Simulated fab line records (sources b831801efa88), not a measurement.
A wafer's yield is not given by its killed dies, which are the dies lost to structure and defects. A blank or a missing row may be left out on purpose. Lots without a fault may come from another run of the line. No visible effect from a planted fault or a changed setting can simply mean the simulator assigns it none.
Which tool was responsible? | flow gf180mcu | 18 wafers from 6 lots sampled at 2 of the route's 602 steps

WHAT THE GAUGES READ, wafer by wafer
GF_VT_IMPLANT_RS_MEAS_48: measures by four-point-probe.
lot  | measured     | on            | LVPWELL_RS (ohm/sq)
L427 | day 7 20:08  | film_metro-03 | 1201 1196 1201
L429 | day 8 08:08  | film_metro-01 | 1196 1197 1196
L433 | day 9 14:26  | film_metro-03 | 1194 1199 1195
L435 | day 10 06:08 | film_metro-03 | 1198 1195 1195
L437 | day 10 19:00 | film_metro-03 | 1032 1030 1031
L445 | day 13 01:28 | film_metro-03 | 1031 1030 1031

EACH LOT AND THE TOOL THAT RAN IT (in order: tool; ch and the chambers of the sampled wafers; start)
lot  | GF_LVPWELL_IMPLANT_09
L427 | implanter-03 ch 0, day 4 03:41
L429 | implanter-04 ch 0, day 4 12:56
L433 | implanter-02 ch 0, day 5 14:01
L435 | implanter-04 ch 0, day 6 00:47
L437 | implanter-02 ch 0, day 6 12:58
L445 | implanter-02 ch 0, day 8 08:34
- GF_LVPWELL_IMPLANT_09

THE ANSWER, worked out from the rows above alone
Rule: what is usual is taken from the lots themselves. Put in order of their means at a reading, lots are off if they are a third of the lots or fewer, leave a main group of 4 or more, and stand apart from it by a gap of 3 or more times the standard deviation of the main group's means; of several such gaps the widest counts. A main group is skipped when, at the precision printed for the reading in the tables above, its means are all equal. A lot without any number at a reading at which 4 lots or more have one is off too. Any other lot the step has rows for is counted as sound.
Off: at GF_VT_IMPLANT_RS_MEAS_48 (LVPWELL_RS), L437, L445. Main group: mean 1197 ohm/sq, sd 1.4.
A tool fits if, at a process step before that reading, it ran every lot that is off, and no sound lot after the first of them. The gauges at GF_VT_IMPLANT_RS_MEAS_48 are tried like those tools. Undecided on this evidence; 2 tools fit (implanter-02 at GF_LVPWELL_IMPLANT_09, film_metro-03 at GF_VT_IMPLANT_RS_MEAS_48).

WHAT HAD BEEN PUT IN BY THE SIMULATOR
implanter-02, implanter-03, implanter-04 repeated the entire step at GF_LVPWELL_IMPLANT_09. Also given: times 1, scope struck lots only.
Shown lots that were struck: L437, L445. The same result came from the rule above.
